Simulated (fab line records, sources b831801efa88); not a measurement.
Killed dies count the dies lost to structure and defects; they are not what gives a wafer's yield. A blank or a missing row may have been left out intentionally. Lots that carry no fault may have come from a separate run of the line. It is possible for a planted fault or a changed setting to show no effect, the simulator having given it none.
Problem report, 8D (eight disciplines) form, completed by code ; flow gf180mcu ; the parts of the form that need people (team, actions taken, sign-off) are left out

## 1. PROBLEM STATEMENT
Across 6 wafers from 2 lots, MVSD_RS at GF_VT_IMPLANT_RS_MEAS_46 averages 482.0 ohm/sq, while fault-free wafers read 456.8 ohm/sq with a standard deviation of 1.2. Relative to the usual mean, that is a shift of +21 standard deviations.
The step: measures by four-point-probe.
First observed at day 11 01:02: wafer L102.3, on film metro-04. At this step, 39 wafers from 13 lots have a number in the record. By rule, "out" or "out of limits" means more than 4 standard deviations away from the usual mean. Any other wafer with a number is counted as sound.

## 2. WHAT IT IS AND WHAT IT IS NOT
question;is;is not
which readings at this step;MVSD_RS;-
which lots;L102, L105;L103, L108, L110, L113, L991, L992, L994, L995, L996, L997, L999
which wafers of those lots;all that have a number;-
read on which gauges;film metro-04;film metro-01, film metro-03
when;from day 11 01:02;"up to then (21 sound wafers); but 12 sound wafers of L103, L108, L110, L113 came after"

## 3. SUSPECTS, AND WHAT RULES EACH OUT
Counting: a tool at a process step up to the reading stays a suspect if it ran every lot that is out and no sound lot after the first of them.
- the gauge at GF_VT_IMPLANT_RS_MEAS_46: ruled out. All the wafers that are out were read on film metro-04, but those of them that GF_MVSD_IMPLANT_08 has rows for are out there too, on other tools.
- implanter-01 at GF_MVSD_IMPLANT_08: kept. It ran every lot that is out, first L102 (day 7 08:50), and no sound lot after that; its last sound lot up to then is L997 (day 6 05:01). Its own readings are out on those wafers: beam energy keV.
Remaining after the count: implanter-01 at GF_MVSD_IMPLANT_08.

## 4. THE CAUSE (what the simulator had put in)
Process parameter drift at GF_MVSD_IMPLANT_08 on implanter-01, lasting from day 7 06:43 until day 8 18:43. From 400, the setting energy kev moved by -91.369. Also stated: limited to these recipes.
Only this tool survived the counting.

## 5. THE EFFECT CHAIN, in route order
Rows list readings where the struck wafers' mean (over those with a number) sits beyond 3 standard deviations from the usual. Scope: only readings with a usual standard deviation given in the record; hours: median across lots of the time from each lot's start at the first step in this table that gives one to its start at this step; sigmas: change in usual standard deviations.
hours;step;reading;usual;on struck wafers;change;sigmas
0;GF_MVSD_IMPLANT_08;beam energy keV;400.00;308.51;-91.49;-99 or more
89;GF_VT_IMPLANT_RS_MEAS_46;MVSD_RS;456.8 ohm/sq;482.0;+25.2;+21
It contains these process steps:
- GF_MVSD_IMPLANT_08

## 6. HOW IT WOULD HAVE BEEN CAUGHT EARLIER
Counted from the fault's start at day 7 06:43, it took 90 hours until the first out-of-limits reading at a measuring or inspecting step in this record, taken at day 11 01:02.
The tool's own readings at GF_MVSD_IMPLANT_08 were out on every struck wafer that the step has a row for (beam energy keV): an alarm limit on them would have fired on the first of those.
Lots out: 2; all had begun GF_MVSD_IMPLANT_08 on implanter-01 by day 11 01:02. Tool hold at that time: it would have spared none of them.
